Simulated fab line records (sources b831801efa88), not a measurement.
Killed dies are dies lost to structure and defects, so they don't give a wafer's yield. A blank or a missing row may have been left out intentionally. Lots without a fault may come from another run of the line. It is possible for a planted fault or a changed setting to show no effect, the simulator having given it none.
What tool caused it?    flow sky130    15 lots with 45 wafers sampled at 3 steps, on a route of 708 steps

WHAT EACH GAUGE READ, for each wafer
SKY_VT_ADJUST_HVTR_CD_MEAS_07 targets a cd of 380 nm.
lot   measured      on         cd-nm (nm)
L161  day 9 01:44   cd-sem-01  379.0 377.3 377.7
L163  day 10 00:31  cd-sem-02  385.3 385.9 383.2
L165  day 10 13:16  cd-sem-01  385.6 382.2 380.8
L166  day 11 11:56  cd-sem-01  377.8 377.3 378.6
L168  day 11 16:32  cd-sem-01  373.9 372.5 374.4
L169  day 11 21:53  cd-sem-02  381.8 380.9 380.4
L172  day 12 17:50  cd-sem-02  380.3 379.9 379.0
L171  day 12 18:20  cd-sem-02  377.2 379.6 377.8
L176  day 14 01:24  cd-sem-01  376.5 378.2 378.4
L177  day 14 07:35  cd-sem-02  377.9 381.4 378.8
L178  day 14 15:50  cd-sem-02  380.2 378.0 379.8
L181  day 16 03:19  cd-sem-01  383.4 382.1 381.8
L182  day 16 15:05  cd-sem-02  380.0 379.4 377.3
L184  day 16 19:36  cd-sem-02  379.4 379.8 381.1
L183  day 16 21:02  cd-sem-01  382.8 384.4 380.9

SKY_VT_ADJUST_PCH_OVL_MEAS_07.
lot   measured      on          VT_ADJUST_PCH_OVL (nm)
L161  day 9 23:26   overlay-01  1.1 1.7 0.2
L163  day 10 22:53  overlay-01  0.8 0.6 -0.1
L165  day 11 12:40  overlay-02  0.4 1.1 0.6
L166  day 12 11:59  overlay-01  2.6 1.6 1.3
L168  day 12 16:49  overlay-02  1.8 2.2 0.7
L169  day 12 22:35  overlay-01  3.0 0.9 0.5
L172  day 13 18:59  overlay-02  0.1 -0.6 -0.3
L171  day 13 19:38  overlay-02  0.6 1.3 -0.4
L176  day 15 04:55  overlay-01  1.8 1.4 2.3
L177  day 15 10:34  overlay-01  2.5 2.1 2.1
L178  day 15 19:08  overlay-02  2.0 1.0 2.8
L181  day 17 06:52  overlay-01  0.5 0.9 -0.7
L182  day 17 17:29  overlay-02  1.8 0.0 1.1
L184  day 17 21:59  overlay-01  -0.4 0.7 -0.9
L183  day 18 00:46  overlay-02  0.1 0.3 -0.3

TOOL THAT RAN EACH LOT (tool first, then ch and the chambers of the sampled wafers, then the start)
lot   SKY_VT_ADJUST_HVTR_STRIP_10
L161  plasma-asher-03 ch 0,1, day 9 02:02
L163  plasma-asher-04 ch 0,1, day 10 00:49
L165  plasma-asher-04 ch 0,1, day 10 13:32
L166  plasma-asher-04 ch 0,1, day 11 12:14
L168  plasma-asher-04 ch 1, day 11 16:49
L169  plasma-asher-03 ch 0,1, day 11 22:11
L172  plasma-asher-04 ch 0,1, day 12 18:08
L171  plasma-asher-02 ch 0,1, day 12 18:37
L176  plasma-asher-02 ch 1, day 14 01:41
L177  plasma-asher-03 ch 0,1, day 14 07:53
L178  plasma-asher-03 ch 0,1, day 14 16:08
L181  plasma-asher-04 ch 0,1, day 16 03:37
L182  plasma-asher-04 ch 0,1, day 16 15:23
L184  plasma-asher-03 ch 0,1, day 16 19:53
L183  plasma-asher-02 ch 0,1, day 16 21:20
- SKY_VT_ADJUST_HVTR_STRIP_10: strips in O2/N2.

AS READ BY THE TOOLS THEMSELVES (means over the sampled wafers that have a number; for cases with no such wafer, the mark the record gives instead)
SKY_VT_ADJUST_HVTR_STRIP_10.
lot   tool             drypump-motor-current-A (A)  n2-flow-sccm (sccm)  oes-product-au (a.u.)  strip-time-to-endpoint-s (s)
L161  plasma-asher-03  5.6                          300.2                0.717                  14.14
L163  plasma-asher-04  6.1                          300.1                0.712                  14.19
L165  plasma-asher-04  6.0                          298.7                0.714                  14.13
L166  plasma-asher-04  6.1                          299.8                0.717                  14.17
L168  plasma-asher-04  6.0                          299.9                0.714                  14.18
L169  plasma-asher-03  5.7                          299.6                0.713                  14.15
L172  plasma-asher-04  6.0                          300.4                0.714                  14.18
L171  plasma-asher-02  5.4                          300.6                0.716                  14.17
L176  plasma-asher-02  5.6                          299.3                0.718                  14.12
L177  plasma-asher-03  5.7                          300.2                0.713                  14.18
L178  plasma-asher-03  5.6                          300.8                0.720                  14.14
L181  plasma-asher-04  6.0                          300.6                0.715                  14.24
L182  plasma-asher-04  6.0                          300.8                0.714                  14.20
L184  plasma-asher-03  5.6                          300.5                0.717                  14.23
L183  plasma-asher-02  5.2                          299.9                0.712                  14.14

THE ANSWER, worked out from the rows above alone
Rule: the usual values come from the lots themselves. The widest of any qualifying gaps counts: lots, ordered by their means at a reading, are off when they make up no more than a third of the lots, leave a main group of 4 or more, and stand apart from it by 3 or more times the standard deviation of that group's means. Not used: any main group whose means are identical at the precision the tables above print for the reading. Also off: a lot with no number at a reading for which 4 or more lots have one. All remaining lots with rows at the step are treated as sound. After the gauges, taken in route order, come the tools' own readings; for these a lot's mean is taken, as printed above. At the first step where some lot is off, the reading lying furthest off is the one used; lots without a number count as furthest.
No lot is off on any of the readings shown, so nothing can be concluded from this.

WHAT WAS PUT IN BY THE SIMULATOR
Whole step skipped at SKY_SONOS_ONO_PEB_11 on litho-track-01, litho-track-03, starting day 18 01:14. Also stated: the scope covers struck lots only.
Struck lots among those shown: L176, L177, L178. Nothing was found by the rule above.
